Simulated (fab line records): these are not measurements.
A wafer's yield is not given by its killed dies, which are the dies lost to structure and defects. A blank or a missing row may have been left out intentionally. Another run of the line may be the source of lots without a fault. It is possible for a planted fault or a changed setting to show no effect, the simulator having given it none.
fab line records	flow sky130
record: lots: 6	wafers: 18	last-day: 50
route steps=708 shown VIA2@524 METAL3@532 CAPM@537 PAD_OPEN@708
lots with no fault: from the same line, run without faults
start-h: start of the lot's first displayed wafer, in hours after the record's first day	wait-h: hours elapsed since this lot's preceding step	" identical to the entry in the row above	L1.1+2: one row covering several wafers at once	- no value, or no start given	* or withheld: withheld	< > ~ a bound
route shown NAME@n: NAME is a module with steps in the file, n the number in the route of the first one	usual: mean/standard deviation of fault-free wafers	same: alike in all rows	chamber/n: place in a boat	sites: readings site by site	_std_site: standard deviation across them	_edge_site: the outer-site mean with the inner-site mean subtracted	radius-mm: for every site, how far away it sits from the centre of the wafer	mask NAME#n: copy n	behind: the tool/chamber that last shaped the wafer	hold: cause of the lot's hold/its duration in hours/its outcome	device: transistor that didn't switch, given as n, p or np	end of line: the route-end tests of the same wafers	a step without rows: its recipe alone	killed: count of dies lost to structure and defects at first sort (not the wafer's yield)	map: a wafer's dies, x killed, . not, _ none there
set.NAME: the setting the step ran with; set.NAME@STEP: the setting that earlier step ran with	model.NAME: the simulator's own value behind a step, which no gauge read
lots at selected steps of the route; one table per step, one row per wafer
services: a tool's chamber out of use, with start hour (start-h, from the record's first day; less than 0 if before it), hours out, and reason
== steps ==
step: SKY_VIA2_STRIP_17
recipe: chemistry: post-etch-residue-remover	time-s: 1200	temp-c: 72.5
step: SKY_VIA2_CLEAN_18
recipe: chemistry: IPA	time-s: 180	temp-c: 25
step: SKY_VIA2_CLEAN_19
recipe: chemistry: O3/DIW	dry: n2-spin
step: SKY_VIA2_SPUTTER_20
recipe: material: TiN	target-thk-nm: 20	chamber-pressure-pa: 5	power-w: 4000	time-s: 80
usual: cathode-dc-power-W: 4000.0/0.75	throttle-valve-pct: 30.1/1.3
lot.wafer	tool	chamber	start-h	wait-h	cathode-dc-power-W	throttle-valve-pct
L674.1	pvd-sputter-04	-	843.65	0.0	3999.0	31.5
L674.4	"	-	"	"	4000.1	32.5
L674.5	"	-	"	"	3999.2	33.1
L678.1	pvd-sputter-03	-	882.72	0.0	3998.6	30.1
L678.2	"	-	"	"	4000.4	29.5
L678.5	"	-	"	"	3999.6	30.6
L683.1	pvd-sputter-02	-	916.46	0.0	3999.7	27.7
L683.3	"	-	"	"	3999.0	28.8
L683.5	"	-	"	"	4001.5	30.5
L693.2	pvd-sputter-02	-	995.78	0.0	3998.8	28.5
L693.4	"	-	"	"	4001.1	29.3
L693.6	"	-	"	"	3999.7	29.2
L694.1	pvd-sputter-03	-	996.75	0.0	4000.9	31.5
L694.2	"	-	"	"	3998.7	30.5
L694.5	"	-	"	"	4001.1	30.5
L697.1	pvd-sputter-02	-	1017.18	0.0	3999.3	30.3
L697.5	"	-	"	"	4000.8	28.8
L697.6	"	-	"	"	3999.4	30.3
step: SKY_VIA2_CVD_21
recipe: material: W	target-thk-nm: 420	time-s: 126.4	temp-c: 400	pressure-torr: 40
step: SKY_VIA2_RS_MEAS_22
recipe: thk-meas-gauge: four-point-probe	reads: W_of_VIA2_CVD_21+TiN_of_VIA2_SPUTTER_20
usual: VIA2_W_RS: 0.273/0.0039
lot.wafer	tool	chamber	start-h	wait-h	VIA2_W_RS[ohm/sq]
L674.1	film-metro-01	-	843.84	0.1	0.279
L674.4	"	-	"	"	0.279
L674.5	"	-	"	"	0.277
L678.1	film-metro-03	-	882.91	0.1	0.274
L678.2	"	-	"	"	0.267
L678.5	"	-	"	"	0.267
L683.1	film-metro-01	-	916.65	0.1	0.275
L683.3	"	-	"	"	0.270
L683.5	"	-	"	"	0.273
L693.2	film-metro-04	-	995.99	0.1	0.275
L693.4	"	-	"	"	0.274
L693.6	"	-	"	"	0.275
L694.1	film-metro-04	-	996.94	0.1	0.278
L694.2	"	-	"	"	0.271
L694.5	"	-	"	"	0.274
L697.1	film-metro-01	-	1017.37	0.1	0.264
L697.5	"	-	"	"	0.272
L697.6	"	-	"	"	0.263
step: SKY_VIA2_THK_MEAS_23
recipe: thk-meas-gauge: xrf	reads: W_of_VIA2_CVD_21
usual: VIA2_W_THK: 410/8.5
lot.wafer	tool	chamber	start-h	wait-h	VIA2_W_THK[nm]
L674.1	film-metro-01	-	843.96	0.1	395
L674.4	"	-	"	"	394
L674.5	"	-	"	"	401
L678.1	film-metro-03	-	883.03	0.1	411
L678.2	"	-	"	"	421
L678.5	"	-	"	"	419
L683.1	film-metro-01	-	916.77	0.1	403
L683.3	"	-	"	"	407
L683.5	"	-	"	"	404
L693.2	film-metro-04	-	996.10	0.1	414
L693.4	"	-	"	"	417
L693.6	"	-	"	"	416
L694.1	film-metro-04	-	997.06	0.1	411
L694.2	"	-	"	"	418
L694.5	"	-	"	"	416
L697.1	film-metro-01	-	1017.49	0.1	426
L697.5	"	-	"	"	415
L697.6	"	-	"	"	430
step: SKY_VIA2_CMP_24
recipe: stop-on: SiO2	t-overpolish-s: 20	down-force-psi: 3.5	platen-rpm: 60	target-thk-nm: 0	pad-velocity-m-s: 0.94248
usual: head-pressure-psi: 3.501/0.0085	motor-current-A: 11.2/0.9	overpolish-run-s: 19.998/0.0085	time-to-endpoint-s: 100/3.3
lot.wafer	tool	chamber	start-h	wait-h	head-pressure-psi	motor-current-A	overpolish-run-s	time-to-endpoint-s
L674.4	cmp-02	3	844.02	0.0	3.499	10.3	19.999	92
L674.1	"	0	"	"	3.502	12.3	20.011	98
L674.5	"	0	"	"	3.506	12.4	20.006	99
L678.2	cmp-01	1	883.19	0.1	3.508	10.7	19.995	105
L678.1	"	2	"	"	3.512	11.8	20.004	100
L678.5	"	0	"	"	3.513	10.3	20.000	104
L683.3	cmp-01	2	916.88	0.1	3.505	11.6	19.995	100
L683.1	"	3	"	"	3.506	9.8	19.994	98
L683.5	"	1	"	"	3.512	11.5	19.993	99
L693.2	cmp-02	1	996.15	0.0	3.504	11.6	19.997	98
L693.4	"	3	"	"	3.499	10.1	19.992	94
L693.6	"	1	"	"	3.502	11.9	19.992	97
L694.1	cmp-01	1	997.12	0.1	3.510	11.2	19.995	105
L694.2	"	2	"	"	3.493	12.2	19.982	103
L694.5	"	2	"	"	3.508	12.3	20.001	104
L697.1	cmp-02	0	1017.55	0.1	3.502	12.6	19.990	102
L697.5	"	0	"	"	3.499	12.5	19.987	101
L697.6	"	1	"	"	3.486	11.8	19.972	101
step: SKY_METAL3_SPUTTER_00
recipe: material: Ti	target-thk-nm: 15	power-w: 3000	time-s: 10	chamber-pressure-pa: 0.4
usual: cathode-dc-power-W: 3000.1/0.59	throttle-valve-pct: 29.8/0.97
lot.wafer	tool	chamber	start-h	wait-h	cathode-dc-power-W	throttle-valve-pct
L674.1	pvd-sputter-03	-	844.32	0.2	2999.5	31.5
L674.4	"	-	"	"	2999.9	29.3
L674.5	"	-	"	"	3000.3	31.5
L678.1	pvd-sputter-02	-	883.39	0.1	3001.0	28.8
L678.2	"	-	"	"	3001.0	28.1
L678.5	"	-	"	"	2999.7	29.4
L683.1	pvd-sputter-03	-	917.13	0.1	2999.9	31.5
L683.3	"	-	"	"	2999.5	30.5
L683.5	"	-	"	"	3000.5	30.5
L693.2	pvd-sputter-02	-	996.45	0.2	2999.6	29.1
L693.4	"	-	"	"	3000.3	30.3
L693.6	"	-	"	"	3000.1	28.6
L694.1	pvd-sputter-02	-	997.42	0.2	3000.9	28.2
L694.2	"	-	"	"	3000.6	30.3
L694.5	"	-	"	"	3001.3	28.5
L697.1	pvd-sputter-01	-	1017.85	0.2	2999.9	29.8
L697.5	"	-	"	"	3000.3	30.8
L697.6	"	-	"	"	2999.2	29.5
step: SKY_METAL3_SPUTTER_01
recipe: material: TiN	target-thk-nm: 20	power-w: 6500	time-s: 16.7	chamber-pressure-pa: 0.4
step: SKY_METAL3_SPUTTER_02
recipe: material: AlCu	target-thk-nm: 735	power-w: 10600	time-s: 39.1	chamber-pressure-pa: 0.4
usual: cathode-dc-power-W: 10600/2	throttle-valve-pct: 29.8/0.97
lot.wafer	tool	chamber	start-h	wait-h	cathode-dc-power-W	throttle-valve-pct
L674.1	pvd-sputter-03	-	844.37	0.0	10605	31.3
L674.4	"	-	"	"	10603	29.6
L674.5	"	-	"	"	10597	31.7
L678.1	pvd-sputter-02	-	883.44	0.0	10601	28.7
L678.2	"	-	"	"	10602	28.3
L678.5	"	-	"	"	10601	29.6
L683.1	pvd-sputter-03	-	917.18	0.0	10601	31.5
L683.3	"	-	"	"	10598	30.6
L683.5	"	-	"	"	10599	30.5
L693.2	pvd-sputter-02	-	996.50	0.0	10604	29.2
L693.4	"	-	"	"	10600	30.5
L693.6	"	-	"	"	10599	28.9
L694.1	pvd-sputter-02	-	997.47	0.0	10599	28.0
L694.2	"	-	"	"	10599	30.4
L694.5	"	-	"	"	10598	28.7
L697.1	pvd-sputter-01	-	1017.90	0.0	10602	29.6
L697.5	"	-	"	"	10604	30.7
L697.6	"	-	"	"	10602	30.0
step: SKY_METAL3_SPUTTER_03
recipe: material: Ti	target-thk-nm: 5	power-w: 3000	time-s: 3.3	chamber-pressure-pa: 0.4
usual: cathode-dc-power-W: 3000.1/0.55	throttle-valve-pct: 29.8/0.97
lot.wafer	tool	chamber	start-h	wait-h	cathode-dc-power-W	throttle-valve-pct
L674.1	pvd-sputter-03	-	844.41	0.0	3000.0	31.5
L674.4	"	-	"	"	3000.1	29.2
L674.5	"	-	"	"	3000.7	31.5
L678.1	pvd-sputter-02	-	883.48	0.0	2999.9	28.5
L678.2	"	-	"	"	2999.3	28.1
L678.5	"	-	"	"	2998.9	29.4
L683.1	pvd-sputter-03	-	917.22	0.0	2999.5	31.5
L683.3	"	-	"	"	3000.3	30.5
L683.5	"	-	"	"	3000.2	30.0
L693.2	pvd-sputter-02	-	996.54	0.0	3000.5	29.2
L693.4	"	-	"	"	2999.9	30.3
L693.6	"	-	"	"	2999.3	28.8
L694.1	pvd-sputter-02	-	997.51	0.0	2999.5	28.3
L694.2	"	-	"	"	3000.1	30.3
L694.5	"	-	"	"	2999.7	28.8
L697.1	pvd-sputter-01	-	1017.94	0.0	3000.2	29.9
L697.5	"	-	"	"	3001.4	30.9
L697.6	"	-	"	"	3001.1	29.6
step: SKY_METAL3_SPUTTER_04
recipe: material: TiN	target-thk-nm: 70	power-w: 6500	time-s: 58.3	chamber-pressure-pa: 0.4
usual: cathode-dc-power-W: 6500.1/1.3	throttle-valve-pct: 29.8/0.97
lot.wafer	tool	chamber	start-h	wait-h	cathode-dc-power-W	throttle-valve-pct	model.TiN_of_METAL3_SPUTTER_04.thk-nm
L674.1	pvd-sputter-03	-	844.43	0.0	6501.3	31.2	70.92
L674.4	"	-	"	"	6500.1	29.3	71.36
L674.5	"	-	"	"	6501.4	31.5	71.53
L678.1	pvd-sputter-02	-	883.50	0.0	6498.8	28.7	69.24
L678.2	"	-	"	"	6498.7	28.1	69.55
L678.5	"	-	"	"	6501.5	29.1	69.73
L683.1	pvd-sputter-03	-	917.24	0.0	6499.5	31.5	68.74
L683.3	"	-	"	"	6498.4	30.7	69.54
L683.5	"	-	"	"	6501.7	30.1	69.03
L693.2	pvd-sputter-02	-	996.55	0.0	6499.9	29.4	70.42
L693.4	"	-	"	"	7304.8	30.3	79.34
L693.6	"	-	"	"	6498.4	28.5	71.19
L694.1	pvd-sputter-02	-	997.53	0.0	6499.4	28.3	69.81
L694.2	"	-	"	"	7307.0	30.4	79.06
L694.5	"	-	"	"	6500.9	28.9	70.41
L697.1	pvd-sputter-01	-	1017.96	0.0	6501.1	29.7	69.08
L697.5	"	-	"	"	6500.0	30.8	68.84
L697.6	"	-	"	"	6498.8	29.8	68.96
step: SKY_CAPM_CVD_00
recipe: material: SiO2	target-thk-nm: 15.5	temp-c: 400	time-s: withheld	rf-w: 450
step: SKY_PAD_OPEN_PROBE_99
usual: defect-limited-yield: 82.4/2.1	killed_at_M0_to_M3: 43/7.4	killed_at_M4_up: 3.1/1.9	killed-at-contacts: 25/5.4	killed-at-front-end: 15/4.3	killed-at-other: 0.3/0.54	killed-dies: 86/10	killed-open: 46/7.4	killed-short: 40/7	sort_bin_3_pad_short: 0.9/0.39	sort_bin_5_function: 10.3/1.6	sort_bin_6_memory: 6.4/1.1	sort-n-pass: 406/10	sort-yield-pct: 82.4/2.1
same: gross-dies: 492	killed-at-back-side: 0	sort_bin_4_leakage[%]: 0	sort_bin_8_speed[%]: 0
lot.wafer	tool	chamber	start-h	wait-h	defect-limited-yield[%]	killed_at_M0_to_M3	killed_at_M4_up	killed-at-contacts	killed-at-front-end	killed-at-other	killed-dies	killed-open	killed-short	sort_bin_3_pad_short[%]	sort_bin_5_function[%]	sort_bin_6_memory[%]	sort-n-pass	sort-yield-pct[%]
L674.1	prober-01	-	1071.45	0.1	79.3	49	5	30	17	1	102	51	49	1.6	12.0	7.1	390	79.3
L674.4	prober-01	-	1071.60	0.2	82.1	43	4	26	15	0	88	41	46	0.4	11.6	5.9	404	82.1
L674.5	prober-01	-	1071.65	0.2	83.3	48	4	17	13	0	82	34	48	1.2	9.8	5.7	410	83.3
L697.1	prober-02	-	1204.04	0.1	82.5	37	5	24	19	1	86	49	37	1.0	8.7	7.7	406	82.5
L697.5	prober-02	-	1204.24	0.2	85.8	42	3	14	11	0	70	42	28	0.8	7.3	6.1	422	85.8
L697.6	prober-02	-	1204.29	0.2	86.2	37	0	22	8	1	68	37	31	0.8	6.9	6.1	424	86.2
killed by level:class
L674.1 VIA1:geometric-particle:open=12 LI_CONTACT:geometric-particle:open=8 CONTACT:geometric-particle:open=8 METAL2:geometric-particle:short=7 METAL1:geometric-particle:short=7 CONTACT:geometric-particle:short=6 VIA3:geometric-particle:open=6 VIA1:geometric-particle:short=5
L674.4 CONTACT:geometric-particle:open=11 VIA1:geometric-particle:short=7 VIA1:geometric-particle:open=7 METAL2:geometric-particle:short=7 LI_CONTACT:geometric-particle:open=6 LI_CONTACT:geometric-particle:short=5 VIA2:geometric-particle:open=5 METAL4:geometric-particle:short=4
L674.5 METAL2:geometric-particle:short=9 VIA1:geometric-particle:open=9 CONTACT:geometric-particle:short=6 CONTACT:geometric-particle:open=5 METAL1:geometric-particle:short=5 VIA1:geometric-particle:short=5 METAL3:geometric-particle:short=5 VIA3:geometric-particle:open=5
L697.1 VIA1:geometric-particle:open=15 CONTACT:geometric-particle:short=7 CONTACT:geometric-particle:open=7 POLY_GATE:geometric-particle:open=5 VIA1:geometric-particle:short=5 SPACER:geometric-particle:short=4 VIA3:geometric-particle:open=4 FIELD_ISO:geometric-particle:short=3
L697.5 VIA1:geometric-particle:open=13 FIELD_ISO:geometric-particle:short=5 VIA2:geometric-particle:open=5 FIELD_ISO:geometric-particle:open=4 LI_CONTACT:geometric-particle:open=4 CONTACT:geometric-particle:open=4 VIA1:geometric-particle:short=4 METAL2:geometric-particle:open=4
L697.6 VIA1:geometric-particle:open=9 CONTACT:geometric-particle:open=8 METAL1:geometric-particle:short=6 LI_CONTACT:geometric-particle:open=5 METAL3:geometric-particle:short=5 LOCAL_INTERCONNECT:geometric-particle:short=4 METAL2:geometric-particle:short=4 VIA3:geometric-particle:open=3
== services ==
tool	chamber	start-h	hours	kind
pvd-sputter-04	-	833.20	7.6	repair
cmp-02	-	837.78	4.6	pm
pvd-sputter-03	0	853.83	-	consumable-replace:kit
pvd-sputter-03	0	853.83	18.0	scheduled-down
pvd-sputter-03	0	853.83	18.0	vent-cycle
pvd-sputter-01	2	856.66	-	consumable-replace:kit
pvd-sputter-01	2	856.66	18.0	scheduled-down
cmp-01	-	869.16	5.3	pm
cmp-02	-	874.69	11.1	pm
pvd-sputter-02	0	880.77	-	consumable-replace:kit
pvd-sputter-02	0	880.77	18.0	scheduled-down
pvd-sputter-02	0	880.77	18.0	vent-cycle
pvd-sputter-04	-	892.02	9.0	repair
cmp-02	-	912.06	4.0	pm
cmp-02	-	914.04	1.4	repair
pvd-sputter-03	-	931.22	1.7	repair
cmp-02	-	937.76	2.3	repair
pvd-sputter-04	-	939.78	1.8	repair
cmp-01	-	941.52	5.0	repair
pvd-sputter-03	-	942.46	1.6	repair
cmp-01	-	974.68	2.7	repair
pvd-sputter-03	3	996.31	-	consumable-replace:kit
pvd-sputter-03	3	996.31	18.0	scheduled-down
pvd-sputter-03	3	996.31	18.0	vent-cycle
== key ==
first-sign: step: SKY_METAL3_SPUTTER_04	reading: cathode-dc-power-W	direction: up	sigmas: 99+	usual: 6500.1	struck: 7305.9
effect none on later readings
model-effect: step: SKY_METAL3_SPUTTER_04	value: TiN_of_METAL3_SPUTTER_04.thk-nm	without: 70.52	struck: 79.2
met-at SKY_METAL3_SPUTTER_04
struck-wafers L693.4,L694.2
fault: kind: process-parameter-drift	tool: pvd-sputter-02	chamber: -	onset-h: 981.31	steps: SKY_METAL3_SPUTTER_04	channel: power-w	offset: *	shape: step	end-h: 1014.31	acts-in: *	stated: *	scope: struck-wafers-only
